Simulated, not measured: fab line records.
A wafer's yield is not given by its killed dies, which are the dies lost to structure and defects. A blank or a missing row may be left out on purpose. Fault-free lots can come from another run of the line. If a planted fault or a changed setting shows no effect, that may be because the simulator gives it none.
Matching of chambers + flow sky130 + SKY_CAP2M_CVD_00 on pecvd-02: 3 sister chambers
The step deposits SiO2, target thk 15.5 nm. 6 wafers are shown with their chamber, then 7 later ones without.

== EACH WAFER AND ITS CHAMBER ==
| wafer  | chamber | heater power w (W) |
|--------|---------|--------------------|
| L082.4 | 1       | 746                |
| L082.5 | 0       | 839                |
| L083.1 | 0       | 766                |
| L083.4 | 2       | 800                |
| L086.2 | 1       | 668                |
| L086.3 | 2       | 706                |

== WAFERS WITHOUT THEIR CHAMBER ==
| wafer  | heater power w (W) |
|--------|--------------------|
| L086.4 | 696                |
| L092.1 | 653                |
| L092.3 | 784                |
| L092.6 | 796                |
| L096.2 | 788                |
| L096.4 | 765                |
| L096.6 | 618                |

== CHAMBER TAKEN BY EACH ==
| wafer  | from the rows above          | in truth |
|--------|------------------------------|----------|
| L086.4 | can't be placed: 1 or 2 or 0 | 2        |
| L092.1 | can't be placed: 1 or 2 or 0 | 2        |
| L092.3 | can't be placed: 0 or 2 or 1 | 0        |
| L092.6 | can't be placed: 0 or 2 or 1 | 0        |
| L096.2 | can't be placed: 0 or 2 or 1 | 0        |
| L096.4 | can't be placed: 2 or 0 or 1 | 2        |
| L096.6 | can't be placed: 1 or 2 or 0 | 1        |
0 of 7 placed correctly. Not placeable from these rows: 7 (in 7, the candidates include the true chamber). Wrongly placed: 0.
How it was worked out, from the rows above alone: a wafer's distance from a chamber is the root of the sum, over the readings, of the square of ((its reading less the chamber's mean) divided by the reading's scatter). If the next closest chamber is less than 2 further off than the closest, the wafer can't be placed; otherwise it belongs to the closest. The mean given for a chamber averages the wafers shown for that chamber. The scatter is the square root of a quotient: the sum, over the shown wafers, of each reading's squared deviation from its chamber's mean, divided by wafers minus chambers.
